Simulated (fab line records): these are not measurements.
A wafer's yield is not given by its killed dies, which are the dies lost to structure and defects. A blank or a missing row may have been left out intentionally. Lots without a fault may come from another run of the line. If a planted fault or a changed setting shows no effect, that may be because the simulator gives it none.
The tool behind it: which one? ; flow sky130 ; Sampling: 6 lots, 18 wafers, 4 of 708 route steps

== WHAT EACH GAUGE READ, for each wafer ==
SKY_VIA4_RS_MEAS_19: measurement is done with a four-point probe.
lot;measured;on;VIA4_W_RS (ohm/sq)
L621;day 43 10:19;film-metro-04;0.2261 0.2299 0.2305
L624;day 44 03:36;film-metro-03;0.2262 0.2291 0.2271
L627;day 45 09:24;film-metro-04;0.2253 0.2275 0.2283
L629;day 45 13:31;film-metro-04;0.2253 0.2245 0.2280
L631;day 46 08:51;film-metro-04;0.2222 0.2224 0.2234
L639;day 48 05:52;film-metro-03;0.2251 0.2251 0.2262

== EACH LOT AND THE TOOL THAT RAN IT (in order: tool; ch and the chambers of the sampled wafers; start) ==
lot;SKY_SONOS_TUNNEL_STRIP_11;SKY_METAL4_ETCH_16;SKY_VIA4_STRIP_13
L621;wet-bench-01 ch 2, day 11 18:43;rie-metal-03 ch 0,1, day 42 08:39;plasma-asher-03 ch 0,1, day 43 09:22
L624;wet-bench-04 ch 3, day 12 15:34;rie-metal-01 ch 0,1, day 43 04:39;plasma-asher-03 ch 0,1, day 44 02:46
L627;wet-bench-01 ch 1, day 13 21:21;rie-metal-03 ch 1, day 44 08:44;plasma-asher-04 ch 0,1, day 45 08:35
L629;wet-bench-04 ch 0, day 14 08:37;rie-metal-03 ch 0,1, day 44 13:35;plasma-asher-03 ch 0,1, day 45 12:41
L631;wet-bench-02 ch 3, day 14 23:16;rie-metal-03 ch 0,1, day 45 09:01;plasma-asher-02 ch 0,1, day 46 07:52
L639;wet-bench-02 ch 2, day 17 17:59;rie-metal-01 ch 0,1, day 47 07:05;plasma-asher-04 ch 0,1, day 48 04:46
- SKY_SONOS_TUNNEL_STRIP_11: strips in SPM, time 600 s.
- SKY_METAL4_ETCH_16: etches BARC in N2/H2, stops on SiO2, time 88.2 s, target depth 60 nm.
- SKY_VIA4_STRIP_13: strips in O2/N2.

== THE ANSWER, worked out from the rows above alone ==
Rule: the lots themselves supply what counts as usual. The widest of any qualifying gaps counts: lots, ordered by their means at a reading, are off when they make up no more than a third of the lots, leave a main group of 4 or more, and stand apart from it by 3 or more times the standard deviation of that group's means. A main group whose means are all the same, to the digits that the tables above print for the reading, isn't used. Also off: a lot with no number at a reading for which 4 or more lots have one. All remaining lots with rows at the step are treated as sound.
No lot is off on any of the readings shown, so nothing can be concluded from this.

== WHAT THE SIMULATOR HAD PUT IN ==
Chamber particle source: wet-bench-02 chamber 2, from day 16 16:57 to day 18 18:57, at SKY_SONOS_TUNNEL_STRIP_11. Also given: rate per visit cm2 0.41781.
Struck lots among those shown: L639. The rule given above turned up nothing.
